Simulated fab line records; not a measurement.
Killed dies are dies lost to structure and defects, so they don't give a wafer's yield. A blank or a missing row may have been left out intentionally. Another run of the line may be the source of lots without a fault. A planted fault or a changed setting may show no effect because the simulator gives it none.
fab line records    flow sky130
record lots=6  wafers=18  last_day=50
route steps=708 shown CONTACT@422 METAL1@434 PAD_OPEN@708
lots with no fault: from the same line, run without faults
start_h: the number of hours between the record's first day and the start of the first shown wafer of the lot    wait_h: hours since the lot's step before    " repeats the value in the row above    L1.1+2: a single row standing in for several wafers    - no value present, or no start provided    * or withheld: withheld    < > ~ a bound
route shown NAME@n: NAME is a module with steps in the file, n the number in the route of the first one    usual: the fault-free wafers' mean and standard deviation    same: alike in all rows    chamber/n: place in a boat    sites: readings site by site    _std_site: the standard deviation of these    _edge_site: inner sites' mean taken away from outer sites' mean    radius_mm: how far each site lies from the wafer's centre    mask NAME#n: copy n    behind: the last tool/chamber to shape the wafer    hold: cause of the lot's hold/its duration in hours/its outcome    device: the n, p or np transistor that did not switch    end of line: the route-end tests of the same wafers    a step given without rows: its recipe and nothing more    killed: count of dies lost to structure and defects at first sort (not the wafer's yield)    map: the dies of a wafer, with x for killed, . for not killed, _ for no die there
set.NAME: the setting that was run; set.NAME@STEP: the one run at that earlier step    model.NAME: the simulator's own value behind a step, which no gauge read
certain route steps with their lots: each step a table, each wafer a row
services: the hour from which a tool's chamber was out of use, counted from the record's first day as start_h (under 0 if before that day), plus the number of hours and why
## steps
# step SKY_CONTACT_ETCH_16
# recipe chemistry=N2/H2  target=BARC  ion_energy_ev=200  source_w=515.9  bias_w=100  pressure_mtorr=30  n2_flow_sccm=100  h2_flow_sccm=200  stop_on=SiO2  time_s=45.9  target_depth_a=600
# usual bias_w=99.98/0.28  drypump_motor_current_A=5.7/0.39  oes_product_au=0.856/0.0046  throttle_valve_pct=13.224/0.0094
lot.wafer  tool         chamber  start_h  wait_h  bias_w  drypump_motor_current_A  oes_product_au  rf_hours_counter_h  throttle_valve_pct
L657.2     rie_diel-01  1        777.47   0.0     100.13  6.2                      0.861           22                  13.218
L657.4     "            3        "        "       99.89   6.2                      0.846           12                  13.236
L657.6     "            0        "        "       100.46  6.2                      0.853           -                   13.216
L666.1     rie_diel-03  0        847.37   0.0     99.98   6.1                      0.861           12                  13.221
L666.3     "            1        "        "       99.99   5.9                      0.857           13                  13.209
L666.6     "            3        "        "       99.87   5.7                      0.862           -                   13.222
L667.2     rie_diel-03  1        859.09   0.0     99.87   5.9                      0.856           14                  13.215
L667.3     "            2        "        "       100.02  5.4                      0.870           19                  13.210
L667.4     "            0        "        "       99.59   6.1                      0.855           13                  13.215
L672.1     rie_diel-03  1        891.87   0.0     99.99   5.9                      0.855           14                  13.213
L672.3     "            3        "        "       99.81   5.7                      0.860           12                  13.226
L672.4     "            2        "        "       100.08  5.4                      0.852           20                  13.218
L673.3     rie_diel-01  2        901.22   0.0     100.18  4.8                      0.851           19                  13.218
L673.4     "            3        "        "       100.21  6.2                      0.856           15                  13.240
L673.6     "            1        "        "       99.66   6.2                      0.850           -                   13.214
L674.1     rie_diel-02  0        908.69   0.0     100.39  5.7                      0.845           5                   13.236
L674.4     "            2        "        "       99.65   5.4                      0.856           -                   13.220
L674.5     "            3        "        "       100.78  5.4                      0.856           -                   13.214
# step SKY_CONTACT_ETCH_17
# recipe target=SiO2  chemistry=C4F8/O2/Ar  stop_on=Si3N4  mask_material=KrF-thick  source_w=1500  bias_w=1200  pressure_mtorr=40  c4f8_flow_sccm=withheld  O2_flow_sccm=6  Ar_flow_sccm=300  time_s=withheld  target_depth_a=3400
# usual bias_w=1200/3.8  oes_product_au=0.891/0.0047
lot.wafer  tool         chamber  start_h  wait_h  bias_w  oes_product_au
L657.2     rie_diel-01  1        777.51   0.0     1199    0.880
L657.4     "            3        "        "       1202    0.885
L657.6     "            0        "        "       1199    0.891
L666.1     rie_diel-03  0        847.41   0.0     1196    0.893
L666.3     "            1        "        "       1201    0.888
L666.6     "            3        "        "       1197    0.884
L667.2     rie_diel-03  1        859.13   0.0     1197    0.890
L667.3     "            2        "        "       1199    0.897
L667.4     "            0        "        "       1203    0.892
L672.1     rie_diel-03  1        891.91   0.0     1204    0.896
L672.3     "            3        "        "       1207    0.885
L672.4     "            2        "        "       1201    0.889
L673.3     rie_diel-01  2        901.26   0.0     1202    0.886
L673.4     "            3        "        "       1205    0.892
L673.6     "            1        "        "       1194    0.889
L674.1     rie_diel-02  0        908.74   0.0     1205    0.894
L674.4     "            2        "        "       1202    0.893
L674.5     "            3        "        "       1196    0.899
# step SKY_CONTACT_ETCH_18
# recipe target=Si3N4  chemistry=CHF3/O2  stop_on=TiN  source_w=600  bias_w=200  pressure_mtorr=40  chf3_flow_sccm=50  O2_flow_sccm=5  time_s=39  target_depth_a=750
# step SKY_CONTACT_STRIP_19
# recipe chemistry=O2/N2  power_w=1400  pressure_mtorr=1500  platen_temp_c=withheld  o2_flow_sccm=3000  n2_flow_sccm=300  overash_fraction=0.5
# usual drypump_motor_current_A=5.5/0.33  oes_product_au=0.381/0.0047  strip_time_to_endpoint_s=3.62/0.032
lot.wafer  tool             chamber  start_h  wait_h  drypump_motor_current_A  oes_product_au  rf_hours_counter_h  strip_time_to_endpoint_s
L657.2     plasma_asher-02  0        777.60   -       5.3                      0.379           32                  3.56
L657.4     "                1        "        "       5.4                      0.371           -                   3.65
L657.6     "                1        "        "       5.4                      0.378           -                   3.61
L666.1     plasma_asher-01  1        847.50   -       6.2                      0.379           105                 3.63
L666.3     "                1        "        "       6.3                      0.385           -                   3.63
L666.6     "                1        "        "       6.2                      0.385           -                   3.66
L667.2     plasma_asher-03  1        859.22   -       5.3                      0.369           70                  3.64
L667.3     "                0        "        "       5.8                      0.386           -                   3.64
L667.4     "                1        "        "       5.3                      0.384           -                   3.63
L672.1     plasma_asher-02  0        892.00   -       5.3                      0.386           43                  3.59
L672.3     "                1        "        "       5.4                      0.384           -                   3.67
L672.4     "                0        "        "       5.3                      0.379           -                   3.62
L673.3     plasma_asher-03  0        901.39   -       5.9                      0.378           -                   3.60
L673.4     "                1        "        "       5.3                      0.383           -                   3.65
L673.6     "                0        "        "       5.9                      0.379           -                   3.57
L674.1     plasma_asher-01  0        908.83   -       5.4                      0.372           111                 3.56
L674.4     "                0        "        "       5.4                      0.372           -                   3.61
L674.5     "                0        "        "       5.4                      0.385           -                   3.66
# step SKY_CONTACT_STRIP_20
# recipe chemistry=post_etch_residue_remover  time_s=1200  temp_c=72.5
# step SKY_CONTACT_CLEAN_21
# recipe chemistry=IPA  time_s=180  temp_c=25
# step SKY_CONTACT_CLEAN_22
# recipe chemistry=O3/DIW  dry=n2_spin
# step SKY_CONTACT_SPUTTER_23
# recipe material=TiN  target_thk_nm=20  chamber_pressure_pa=5  power_w=4000  time_s=80
# usual cathode_dc_power_W=3999.9/0.74  chamber_pressure_pa=4.999/0.01  throttle_valve_pct=30.5/0.78
lot.wafer  tool            chamber  start_h  wait_h  cathode_dc_power_W  chamber_pressure_pa  throttle_valve_pct
L657.2     pvd_sputter-02  -        778.19   0.0     4000.1              4.996                30.5
L657.4     "               -        "        "       4000.6              5.000                29.8
L657.6     "               -        "        "       4000.3              4.998                30.2
L666.1     pvd_sputter-02  -        848.11   0.0     4000.2              5.002                30.3
L666.3     "               -        "        "       4000.1              5.004                30.3
L666.6     "               -        "        "       4000.7              5.008                30.5
L667.2     pvd_sputter-01  -        859.83   0.0     3999.5              4.996                28.6
L667.3     "               -        "        "       3999.9              4.989                31.0
L667.4     "               -        "        "       4000.3              5.003                30.9
L672.1     pvd_sputter-02  -        892.60   0.0     3999.1              5.000                30.5
L672.3     "               -        "        "       3998.3              4.994                30.4
L672.4     "               -        "        "       3998.9              4.999                31.9
L673.3     pvd_sputter-03  -        901.98   0.0     4001.7              5.004                30.8
L673.4     "               -        "        "       4000.3              5.005                29.8
L673.6     "               -        "        "       4001.0              5.011                30.2
L674.1     pvd_sputter-02  -        909.42   0.0     3999.5              5.012                30.4
L674.4     "               -        "        "       4000.8              5.008                30.5
L674.5     "               -        "        "       3999.9              4.992                29.7
# step SKY_CONTACT_CVD_24
# recipe material=W  target_thk_nm=340  time_s=102.12  temp_c=400  pressure_torr=40
# step SKY_CONTACT_RS_MEAS_25
# recipe thk_meas_gauge=four-point-probe  reads=W_of_CONTACT_CVD_24+TiN_of_CONTACT_SPUTTER_23
# usual CONTACT_W_RS=0.340/0.0033
lot.wafer  tool           chamber  start_h  wait_h  CONTACT_W_RS[ohm/sq]
L657.2     film_metro-01  -        778.39   0.1     0.338
L657.4     "              -        "        "       0.335
L657.6     "              -        "        "       0.338
L666.1     film_metro-03  -        848.28   0.1     0.333
L666.3     "              -        "        "       0.331
L666.6     "              -        "        "       0.336
L667.2     film_metro-01  -        860.03   0.1     0.339
L667.3     "              -        "        "       0.344
L667.4     "              -        "        "       0.343
L672.1     film_metro-01  -        892.77   0.1     0.341
L672.3     "              -        "        "       0.343
L672.4     "              -        "        "       0.340
L673.3     film_metro-03  -        902.19   0.1     0.335
L673.4     "              -        "        "       0.335
L673.6     "              -        "        "       0.337
L674.1     film_metro-01  -        909.59   0.1     0.341
L674.4     "              -        "        "       0.340
L674.5     "              -        "        "       0.342
# step SKY_CONTACT_THK_MEAS_26
# recipe thk_meas_gauge=xrf  reads=W_of_CONTACT_CVD_24
# usual CONTACT_W_THK=346/4.4
lot.wafer  tool           chamber  start_h  wait_h  CONTACT_W_THK[nm]
L657.2     film_metro-01  -        778.50   0.1     352
L657.4     "              -        "        "       354
L657.6     "              -        "        "       351
L666.1     film_metro-03  -        848.40   0.1     348
L666.3     "              -        "        "       351
L666.6     "              -        "        "       347
L667.2     film_metro-01  -        860.14   0.1     348
L667.3     "              -        "        "       345
L667.4     "              -        "        "       348
L672.1     film_metro-01  -        892.89   0.1     347
L672.3     "              -        "        "       343
L672.4     "              -        "        "       349
L673.3     film_metro-03  -        902.29   0.1     340
L673.4     "              -        "        "       341
L673.6     "              -        "        "       339
L674.1     film_metro-01  -        909.71   0.1     347
L674.4     "              -        "        "       345
L674.5     "              -        "        "       344
# step SKY_CONTACT_CMP_27
# recipe stop_on=SiO2  t_overpolish_s=15  down_force_psi=3.5  platen_rpm=60  target_thk_nm=0  pad_velocity_m_s=0.94248
# usual motor_current_A=10.7/1.4  overpolish_run_s=14.999/0.0086  time_to_endpoint_s=82/3.3
lot.wafer  tool    chamber  start_h  wait_h  motor_current_A  overpolish_run_s  time_to_endpoint_s
L657.4     cmp-01  1        778.65   0.1     13.0             14.988            84
L657.2     "       2        "        "       11.1             14.994            85
L657.6     "       3        "        "       10.5             14.996            85
L666.3     cmp-02  2        848.46   0.0     11.2             15.014            74
L666.1     "       3        "        "       11.6             14.998            82
L666.6     "       2        "        "       10.5             14.993            80
L667.3     cmp-01  0        860.24   0.1     9.1              14.983            83
L667.4     "       1        "        "       12.9             15.006            85
L667.2     "       2        "        "       10.9             14.985            85
L672.3     cmp-01  1        892.95   0.0     13.7             14.998            86
L672.1     "       3        "        "       10.7             14.999            82
L672.4     "       0        "        "       9.0              14.987            83
L673.3     cmp-02  3        902.38   0.1     11.7             15.008            84
L673.4     "       0        "        "       11.4             14.990            80
L673.6     "       2        "        "       11.2             14.998            79
L674.1     cmp-01  0        909.82   0.1     9.1              15.005            79
L674.4     "       1        "        "       12.9             14.998            86
L674.5     "       3        "        "       10.0             15.012            82
# step SKY_METAL1_SPUTTER_00
# recipe material=Ti  target_thk_nm=15  power_w=3000  time_s=10  chamber_pressure_pa=0.4
# usual cathode_dc_power_W=3000.1/0.57  chamber_pressure_pa=0.4002/0.00084  throttle_valve_pct=30.5/0.93
lot.wafer  tool            chamber  start_h  wait_h  cathode_dc_power_W  chamber_pressure_pa  throttle_valve_pct
L657.2     pvd_sputter-03  -        778.85   0.1     3000.8              0.3992               31.2
L657.4     "               -        "        "       2999.2              0.4002               31.1
L657.6     "               -        "        "       2999.3              0.3996               30.1
L666.1     pvd_sputter-03  -        848.76   0.2     -                   -                    -
L666.3     "               -        "        "       -                   -                    -
L666.6     "               -        "        "       -                   -                    -
L667.2     pvd_sputter-02  -        860.49   0.1     -                   -                    -
L667.3     "               -        "        "       -                   -                    -
L667.4     "               -        "        "       -                   -                    -
L672.1     pvd_sputter-02  -        893.25   0.1     3000.5              0.4003               31.4
L672.3     "               -        "        "       3000.2              0.3979               30.0
L672.4     "               -        "        "       3000.0              0.4011               30.4
L673.3     pvd_sputter-02  -        902.63   0.2     3000.9              0.4010               29.5
L673.4     "               -        "        "       3000.8              0.3993               31.7
L673.6     "               -        "        "       2999.3              0.3988               31.5
L674.1     pvd_sputter-04  -        910.07   0.2     2999.9              0.3996               29.6
L674.4     "               -        "        "       3000.4              0.4005               32.7
L674.5     "               -        "        "       2999.1              0.3999               32.6
# step SKY_METAL1_SPUTTER_01
# recipe material=TiN  target_thk_nm=20  power_w=6500  time_s=16.7  chamber_pressure_pa=0.4
# step SKY_PAD_OPEN_PROBE_99
# usual defect_limited_yield=82.8/1.8  killed_at_M0_to_M3=43/6.3  killed_at_M4_up=3.1/1.9  killed_at_contacts=24/5.1  killed_at_front_end=14/4.3  killed_at_other=0.3/0.53  killed_dies=85/8.8  killed_open=46/7.1  killed_short=38/5.9  sort_bin_3_pad_short=0.8/0.41  sort_bin_5_function=10.4/1.5  sort_bin_6_memory=6.1/1.1  sort_n_pass=407/8.8  sort_yield_pct=82.8/1.8
# same gross_dies=492  killed_at_back_side=0  sort_bin_4_leakage[%]=0  sort_bin_8_speed[%]=0
lot.wafer  tool       chamber  start_h  wait_h  defect_limited_yield[%]  killed_at_M0_to_M3  killed_at_M4_up  killed_at_contacts  killed_at_front_end  killed_at_other  killed_dies  killed_open  killed_short  sort_bin_3_pad_short[%]  sort_bin_5_function[%]  sort_bin_6_memory[%]  sort_n_pass  sort_yield_pct[%]  model.etest.mcon_chain.rc_ohm
L657.2     prober-01  -        1108.49  0.1     82.1                     39                  4                32                  13                   0                88           49           39            0.8                      12.6                    4.5                   404          82.1               16.1
L657.4     prober-01  -        1108.59  0.2     83.5                     42                  4                25                  8                    2                81           42           39            0.2                      11.2                    5.1                   411          83.5               16.62
L657.6     prober-01  -        1108.69  0.2     80.5                     45                  3                38                  10                   0                96           47           49            0.8                      12.4                    6.3                   396          80.5               16.99
L666.1     prober-02  -        1157.28  0.1     85.2                     40                  4                21                  8                    0                73           37           36            0.8                      6.9                     7.1                   419          85.2               17.91
L666.3     prober-02  -        1157.38  0.2     83.7                     44                  1                18                  16                   1                80           32           48            0.4                      8.7                     7.1                   412          83.7               18.45
L666.6     prober-02  -        1157.53  0.2     87.2                     44                  0                12                  7                    0                63           42           21            0.2                      6.7                     5.9                   429          87.2               18.47
L667.2     prober-01  -        1167.22  0.1     83.7                     44                  2                21                  13                   0                80           42           38            0.4                      10.0                    5.9                   412          83.7               18.36
L667.3     prober-01  -        1167.27  0.2     82.9                     48                  1                23                  11                   1                84           52           32            0.4                      10.8                    5.9                   408          82.9               18.49
L667.4     prober-01  -        1167.32  0.2     82.3                     50                  3                25                  9                    0                87           48           39            0.6                      11.8                    5.3                   405          82.3               18.67
L672.1     prober-02  -        1187.90  0.1     81.9                     41                  4                31                  13                   0                89           40           49            1.0                      11.2                    5.9                   403          81.9               16.97
L672.3     prober-02  -        1188.00  0.2     80.9                     52                  2                30                  10                   0                94           47           46            1.4                      8.7                     8.9                   398          80.9               16.8
L672.4     prober-02  -        1188.05  0.2     81.9                     50                  3                21                  14                   1                89           54           34            0.6                      11.2                    6.3                   403          81.9               16.63
L673.3     prober-02  -        1193.03  0.2     82.5                     45                  3                21                  17                   0                86           54           32            0.2                      11.2                    6.1                   406          82.5               16.94
L673.4     prober-02  -        1193.08  0.2     82.1                     53                  4                14                  16                   1                88           44           42            0.6                      11.0                    6.3                   404          82.1               16.77
L673.6     prober-02  -        1193.18  0.2     81.9                     40                  4                23                  19                   3                89           50           39            1.0                      10.2                    6.9                   403          81.9               17.36
L674.1     prober-01  -        1198.62  0.1     82.9                     41                  3                27                  13                   0                84           53           31            0.8                      9.3                     6.9                   408          82.9               16.9
L674.4     prober-01  -        1198.77  0.2     81.9                     42                  5                20                  22                   0                89           49           40            0.6                      10.4                    7.1                   403          81.9               17.16
L674.5     prober-01  -        1198.82  0.2     81.7                     50                  4                16                  20                   0                90           46           44            1.2                      10.8                    6.3                   402          81.7               16.97
# killed by level:class
L657.2 CONTACT:geometric_particle:open=12 VIA1:geometric_particle:open=12 CONTACT:geometric_particle:short=9 VIA3:geometric_particle:open=7 LOCAL_INTERCONNECT:geometric_particle:short=6 METAL1:geometric_particle:short=5 VIA1:geometric_particle:short=4 FIELD_ISO:geometric_particle:short=3
L657.4 VIA1:geometric_particle:open=13 CONTACT:geometric_particle:open=9 CONTACT:geometric_particle:short=7 VIA1:geometric_particle:short=6 VIA3:geometric_particle:open=5 LI_CONTACT:geometric_particle:short=4 METAL2:geometric_particle:short=4 FIELD_ISO:geometric_particle:short=3
L657.6 LI_CONTACT:geometric_particle:open=17 VIA1:geometric_particle:open=9 VIA1:geometric_particle:short=9 LOCAL_INTERCONNECT:geometric_particle:short=8 METAL1:geometric_particle:short=7 CONTACT:geometric_particle:open=5 VIA2:geometric_particle:open=5 LI_CONTACT:geometric_particle:short=4
L666.1 CONTACT:geometric_particle:open=9 VIA1:geometric_particle:open=7 VIA3:geometric_particle:open=6 VIA1:geometric_particle:short=6 LI_CONTACT:geometric_particle:open=5 CONTACT:geometric_particle:short=5 METAL1:geometric_particle:short=5 VIA2:geometric_particle:open=5
L666.3 VIA1:geometric_particle:short=7 FIELD_ISO:geometric_particle:short=6 FIELD_ISO:geometric_particle:open=5 LI_CONTACT:geometric_particle:open=5 METAL1:geometric_particle:short=5 VIA1:geometric_particle:open=5 VIA2:geometric_particle:short=5 VIA2:geometric_particle:open=5
L666.6 VIA3:geometric_particle:open=10 VIA2:geometric_particle:open=9 VIA1:geometric_particle:open=6 CONTACT:geometric_particle:open=5 VIA1:geometric_particle:short=5 VIA3:geometric_particle:short=4 POLY_GATE:geometric_particle:open=3 LI_CONTACT:geometric_particle:open=3
L667.2 METAL1:geometric_particle:short=7 FIELD_ISO:geometric_particle:open=6 CONTACT:geometric_particle:open=6 VIA1:geometric_particle:open=6 VIA2:geometric_particle:open=6 VIA3:geometric_particle:short=5 METAL2:geometric_particle:short=4 LI_CONTACT:geometric_particle:open=4
L667.3 LI_CONTACT:geometric_particle:open=10 VIA2:geometric_particle:open=10 CONTACT:geometric_particle:open=8 VIA1:geometric_particle:open=8 METAL1:geometric_particle:short=6 VIA3:geometric_particle:open=5 METAL2:geometric_particle:short=4 VIA2:geometric_particle:short=4
L667.4 VIA1:geometric_particle:open=12 LI_CONTACT:geometric_particle:open=10 CONTACT:geometric_particle:open=10 METAL1:geometric_particle:short=7 VIA3:geometric_particle:short=6 VIA2:geometric_particle:open=5 FIELD_ISO:geometric_particle:open=4 VIA1:geometric_particle:short=4
L672.1 CONTACT:geometric_particle:open=12 METAL1:geometric_particle:short=9 CONTACT:geometric_particle:short=7 LI_CONTACT:geometric_particle:open=6 VIA3:geometric_particle:short=5 POLY_GATE:geometric_particle:short=4 LOCAL_INTERCONNECT:geometric_particle:short=4 VIA1:geometric_particle:short=4
L672.3 CONTACT:geometric_particle:open=10 METAL1:geometric_particle:short=10 VIA1:geometric_particle:open=10 LI_CONTACT:geometric_particle:open=7 METAL2:geometric_particle:short=6 VIA3:geometric_particle:open=6 LI_CONTACT:geometric_particle:short=5 LOCAL_INTERCONNECT:geometric_particle:short=5
L672.4 CONTACT:geometric_particle:open=9 METAL2:geometric_particle:short=9 VIA2:geometric_particle:open=8 VIA3:geometric_particle:open=8 LI_CONTACT:geometric_particle:open=7 VIA1:geometric_particle:open=7 FIELD_ISO:geometric_particle:open=6 VIA2:geometric_particle:short=5
L673.3 VIA1:geometric_particle:open=15 CONTACT:geometric_particle:open=7 VIA2:geometric_particle:open=7 LI_CONTACT:geometric_particle:open=6 VIA1:geometric_particle:short=6 VIA3:geometric_particle:open=6 POLY_GATE:geometric_particle:open=5 CONTACT:geometric_particle:short=4
L673.4 VIA1:geometric_particle:open=10 METAL1:geometric_particle:short=10 VIA2:geometric_particle:open=9 POLY_GATE:geometric_particle:open=6 CONTACT:geometric_particle:short=4 VIA3:geometric_particle:open=4 LI_CONTACT:geometric_particle:open=4 CONTACT:geometric_particle:open=4
L673.6 VIA1:geometric_particle:open=17 FIELD_ISO:geometric_particle:short=8 CONTACT:geometric_particle:open=8 METAL2:geometric_particle:short=5 POLY_GATE:geometric_particle:open=4 LI_CONTACT:geometric_particle:open=4 LOCAL_INTERCONNECT:geometric_particle:short=4 CONTACT:geometric_particle:short=4
L674.1 CONTACT:geometric_particle:open=11 VIA1:geometric_particle:open=11 LI_CONTACT:geometric_particle:open=8 VIA2:geometric_particle:open=8 VIA3:geometric_particle:open=7 FIELD_ISO:geometric_particle:open=4 FIELD_ISO:geometric_particle:short=4 CONTACT:geometric_particle:short=4
L674.4 VIA1:geometric_particle:open=11 LI_CONTACT:geometric_particle:open=10 FIELD_ISO:geometric_particle:short=7 VIA1:geometric_particle:short=6 FIELD_ISO:geometric_particle:open=5 POLY_GATE:geometric_particle:open=5 CONTACT:geometric_particle:open=4 METAL1:geometric_particle:short=4
L674.5 VIA1:geometric_particle:open=10 FIELD_ISO:geometric_particle:open=9 VIA3:geometric_particle:open=9 CONTACT:geometric_particle:open=6 VIA3:geometric_particle:short=5 FIELD_ISO:geometric_particle:short=5 VIA2:geometric_particle:open=5 VIA2:geometric_particle:short=5
## services
tool             chamber  start_h  hours  kind
plasma_asher-02  -        755.70   4.7    repair
rie_diel-02      3        764.69   3.4    repair
plasma_asher-01  -        770.57   2.8    pm
cmp-02           -        771.70   7.8    repair
rie_diel-03      0        792.33   14.0   repair
cmp-02           -        793.49   3.2    repair
rie_diel-01      3        795.34   8.8    repair
pvd_sputter-03   -        802.00   1.0    repair
cmp-01           -        802.23   0.9    repair
pvd_sputter-04   -        817.12   1.9    repair
pvd_sputter-01   -        821.23   1.0    repair
cmp-02           -        825.09   4.3    pm
cmp-02           -        830.75   5.3    pm
pvd_sputter-02   0        840.28   -      consumable_replace:kit
cmp-02           -        842.23   0.2    repair
cmp-02           -        855.82   13.4   pm
rie_diel-03      1        862.36   25.6   repair
plasma_asher-01  -        869.31   4.2    repair
plasma_asher-03  -        877.48   1.0    repair
rie_diel-03      -        881.04   0.2    repair
pvd_sputter-03   -        891.88   2.8    repair
plasma_asher-03  -        907.12   14.6   pm
rie_diel-02      1        907.24   4.4    repair
rie_diel-03      3        907.79   4.5    repair
## key
first_sign step=SKY_METAL1_SPUTTER_00  reading=tool_record  direction=missing
effect none on later readings
model_effect step=SKY_PAD_OPEN_PROBE_99  value=etest.mcon_chain.rc_ohm  without=17.06  struck=18.39
met_at SKY_METAL1_SPUTTER_00
struck_wafers L666.1,L666.3,L666.6,L667.2,L667.3,L667.4
onset_between 778.85 848.76
fault kind=skipped_step_whole  tool=pvd_sputter-02,pvd_sputter-03  chamber=-  onset_h=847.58  steps=SKY_METAL1_SPUTTER_00  scope=struck_lots_only
